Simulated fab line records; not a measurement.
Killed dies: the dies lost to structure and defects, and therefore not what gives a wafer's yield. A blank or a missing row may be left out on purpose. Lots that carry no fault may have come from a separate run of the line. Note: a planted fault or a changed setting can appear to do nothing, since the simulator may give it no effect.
Matching of chambers    flow gf180mcu    GF_V1_ETCH_16 on rie diel-02 has 4 sister chambers
The step etches BARC in N2/H2. 8 wafers are shown with their chamber, then 10 later ones without.

== WAFERS WITH THEIR CHAMBER ==
wafer   chamber  drypump motor current A (A)  throttle valve pct (%)
L078.1  2        6.0                          13.231
L078.4  3        6.0                          13.231
L085.6  0        5.3                          13.220
L086.3  1        6.0                          13.210
L086.5  1        6.0                          13.242
L086.6  2        6.0                          13.244
L089.1  0        5.3                          13.230
L089.2  3        6.1                          13.231

== WAFERS WHOSE CHAMBER IS MISSING ==
wafer   drypump motor current A (A)  throttle valve pct (%)
L089.5  5.3                          13.229
L090.2  5.9                          13.214
L090.3  5.3                          13.222
L090.5  5.3                          13.226
L092.2  5.3                          13.228
L092.3  6.1                          13.231
L092.6  5.3                          13.229
L096.2  5.9                          13.221
L096.3  5.3                          13.221
L096.6  6.1                          13.221

== EACH ONE'S CHAMBER ==
wafer   from the rows above           in truth
L089.5  0                             0
L090.2  can't be placed: 1 or 2 or 3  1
L090.3  0                             0
L090.5  0                             0
L092.2  0                             0
L092.3  can't be placed: 3 or 1 or 2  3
L092.6  0                             0
L096.2  can't be placed: 1 or 2 or 3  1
L096.3  0                             0
L096.6  can't be placed: 3 or 1 or 2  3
Placed correctly: 6 of 10. Can't be placed from these rows: 4 (the true chamber is among the candidates in 4). Placed wrongly: 0.
How it was worked out, from the rows above alone: a wafer's distance from a chamber is the root of the sum, over the readings, of the square of ((its reading less the chamber's mean) divided by the reading's scatter). If the next closest chamber is less than 2 further off than the closest, the wafer can't be placed; otherwise it belongs to the closest. For every chamber, the mean is computed from those of its wafers that are shown. How the scatter is found: for the shown wafers, subtract from each reading the mean of its chamber, square and add these, divide the total by (wafers less chambers), then take the root.
